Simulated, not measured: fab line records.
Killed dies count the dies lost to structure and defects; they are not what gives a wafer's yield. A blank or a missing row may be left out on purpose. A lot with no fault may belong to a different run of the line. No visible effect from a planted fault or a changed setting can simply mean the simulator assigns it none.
What tool caused it? :: flow gf180mcu :: 11 lots, 33 wafers sampled, at 3 steps of a route of 602

WHAT THE GAUGES SHOWED, per wafer
GF_V2_RS_MEAS_24: a four-point-probe measurement.
lot: L478
measured: day 21 14:52
on: film-metro-02
V2_W_RS (ohm/sq): 0.330 0.330 0.326

lot: L480
measured: day 22 03:04
on: film-metro-02
V2_W_RS (ohm/sq): 0.327 0.324 0.333

lot: L483
measured: day 23 10:04
on: film-metro-04
V2_W_RS (ohm/sq): 0.329 0.334 0.331

lot: L484
measured: day 23 23:29
on: film-metro-01
V2_W_RS (ohm/sq): 0.333 0.332 0.333

lot: L492
measured: day 26 12:27
on: film-metro-04
V2_W_RS (ohm/sq): 0.280 0.280 0.281

lot: L493
measured: day 26 13:50
on: film-metro-04
V2_W_RS (ohm/sq): 0.284 0.280 0.282

lot: L494
measured: day 26 22:31
on: film-metro-04
V2_W_RS (ohm/sq): 0.329 0.333 0.334

lot: L495
measured: day 27 03:32
on: film-metro-02
V2_W_RS (ohm/sq): 0.330 0.331 0.331

lot: L496
measured: day 27 12:43
on: film-metro-04
V2_W_RS (ohm/sq): 0.329 0.329 0.336

lot: L498
measured: day 28 05:37
on: film-metro-01
V2_W_RS (ohm/sq): 0.330 0.337 0.333

lot: L500
measured: day 28 15:14
on: film-metro-04
V2_W_RS (ohm/sq): 0.332 0.339 0.330

EACH LOT AND THE TOOL THAT RAN IT (in order: tool; ch and the chambers of the sampled wafers; start)
lot: L478
GF_V2_CMP_04: cmp-02 ch 0,1,2, day 20 13:49
GF_V2_CVD_23: cvd-w-02 ch 0,1, day 21 14:44

lot: L480
GF_V2_CMP_04: cmp-01 ch 0,2,3, day 21 01:52
GF_V2_CVD_23: cvd-w-01 ch 0,1, day 22 02:56

lot: L483
GF_V2_CMP_04: cmp-01 ch 0,1,3, day 22 08:50
GF_V2_CVD_23: cvd-w-01 ch 0,1, day 23 09:56

lot: L484
GF_V2_CMP_04: cmp-02 ch 0,1,3, day 22 23:36
GF_V2_CVD_23: cvd-w-01 ch 0,1, day 23 23:23

lot: L492
GF_V2_CMP_04: cmp-02 ch 0,1, day 25 13:03
GF_V2_CVD_23: cvd-w-01 ch 0,1, day 26 12:20

lot: L493
GF_V2_CMP_04: cmp-02 ch 1,2,3, day 25 15:04
GF_V2_CVD_23: cvd-w-01 ch 0,1, day 26 13:44

lot: L494
GF_V2_CMP_04: cmp-02 ch 0,1,2, day 25 23:52
GF_V2_CVD_23: cvd-w-02 ch 0,1, day 26 22:24

lot: L495
GF_V2_CMP_04: cmp-02 ch 0,1,2, day 26 04:58
GF_V2_CVD_23: cvd-w-02 ch 0,1, day 27 03:25

lot: L496
GF_V2_CMP_04: cmp-02 ch 0,2,3, day 26 14:11
GF_V2_CVD_23: cvd-w-02 ch 0,1, day 27 12:35

lot: L498
GF_V2_CMP_04: cmp-02 ch 0,1,2, day 27 07:29
GF_V2_CVD_23: cvd-w-02 ch 0,1, day 28 05:28

lot: L500
GF_V2_CMP_04: cmp-01 ch 1,2,3, day 27 17:54
GF_V2_CVD_23: cvd-w-02 ch 0,1, day 28 15:06
- GF_V2_CMP_04: polishes SiO2.
- GF_V2_CVD_23: deposits W, target thk 350 nm, time 104.94 s.

THE ANSWER, worked out from the rows above alone
Rule: what is usual is taken from the lots themselves. The widest of any qualifying gaps counts: lots, ordered by their means at a reading, are off when they make up no more than a third of the lots, leave a main group of 4 or more, and stand apart from it by 3 or more times the standard deviation of that group's means. A main group is skipped when, at the precision printed for the reading in the tables above, its means are all equal. A lot without any number at a reading at which 4 lots or more have one is off too. Any other lot the step has rows for is counted as sound.
Off: L492, L493, seen at GF_V2_RS_MEAS_24 (V2_W_RS). Mean 0.331 ohm/sq and standard deviation 0.0018 in the main group.
A tool fits if, at a process step before that reading, it ran every lot that is off, and no sound lot after the first of them. Those tools and the gauges at GF_V2_RS_MEAS_24 are tried in the same way. One candidate fits, namely cvd-w-01 at GF_V2_CVD_23. A fault onset in the window from L484 (day 23 23:23, its last sound lot) to L492 (day 26 12:20, its first lot off) fits.

WHAT THE SIMULATOR PUT IN
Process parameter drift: cvd-w-01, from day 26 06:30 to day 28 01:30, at GF_V2_CVD_23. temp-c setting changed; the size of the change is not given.
Lots struck among those shown: L492, L493. The rule above reached the same finding.
